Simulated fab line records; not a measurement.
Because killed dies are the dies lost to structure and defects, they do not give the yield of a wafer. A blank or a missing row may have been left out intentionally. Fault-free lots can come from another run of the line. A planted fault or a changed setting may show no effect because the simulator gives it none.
Which of the tools did it?	flow gf180mcu	Sampling: 6 lots, 18 wafers, 3 of 602 route steps

== WHAT THE GAUGES SHOWED, per wafer ==
GF_VT_IMPLANT_OVL_MEAS_18.
lot	measured	on	VT_IMPLANT_01_OVL (nm)
L854	day 6 19:01	overlay-02	4.0 2.6 4.1
L856	day 7 07:43	overlay-01	2.7 2.1 1.7
L859	day 8 01:28	overlay-01	1.4 1.9 1.8
L866	day 9 07:26	overlay-02	-0.5 2.8 0.9
L870	day 10 10:31	overlay-02	- - -
L873	day 11 06:14	overlay-02	-0.4 2.0 0.3

== TOOL THAT RAN EACH LOT (tool first, then ch and the chambers of the sampled wafers, then the start) ==
lot	GF_STI_ETCH_14	GF_VT_IMPLANT_DEVELOP_17
L854	rieSi-02 ch 0,2,3, day 2 12:40	lithoTrack-03 ch 0, day 6 18:52
L856	rieSi-02 ch 2,3, day 2 22:13	lithoTrack-04 ch 0, day 7 07:35
L859	rieSi-02 ch 0,1,3, day 3 13:55	lithoTrack-04 ch 0, day 8 01:20
L866	rieSi-01 ch 0,2,3, day 5 02:16	lithoTrack-01 ch 0, day 9 07:19
L870	rieSi-01 ch 0,1,2, day 5 22:16	lithoTrack-04 ch 0, day 10 10:22
L873	rieSi-01 ch 0,1, day 6 15:52	lithoTrack-03 ch 0, day 11 06:06
- GF_STI_ETCH_14: etches Si in HBr/Cl2/O2, target depth 360 nm, time 102.9 s.
- GF_VT_IMPLANT_DEVELOP_17: develop time 60 s.

== THE ANSWER, worked out from the rows above alone ==
Rule: usual is defined by the lots themselves. Put in order of their means at a reading, lots are off if they are a third of the lots or fewer, leave a main group of 4 or more, and stand apart from it by a gap of 3 or more times the standard deviation of the main group's means; of several such gaps the widest counts. A main group is skipped when, at the precision printed for the reading in the tables above, its means are all equal. Also off: a lot with no number at a reading for which 4 or more lots have one. All remaining lots with rows at the step are treated as sound.
Off: L870, seen at GF_VT_IMPLANT_OVL_MEAS_18 (VT_IMPLANT_01_OVL). Without a number there: L870. For the main group the mean is 1.8 nm and the standard deviation 1.
If a tool, at a process step before that reading, ran all the lots that are off and no sound lot after the first of them, it fits. Those tools and the gauges at GF_VT_IMPLANT_OVL_MEAS_18 are tried in the same way. One candidate fits, namely lithoTrack-04 at GF_VT_IMPLANT_DEVELOP_17. A fault onset in the window from L859 (day 8 01:20, its last sound lot) to L870 (day 10 10:22, its first lot off) fits.

== WHAT THE SIMULATOR HAD INSERTED ==
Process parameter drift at GF_VT_IMPLANT_DEVELOP_17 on lithoTrack-04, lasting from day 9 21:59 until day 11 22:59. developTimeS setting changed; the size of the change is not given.
Shown lots that were struck: L870. The rule above reached the same finding.
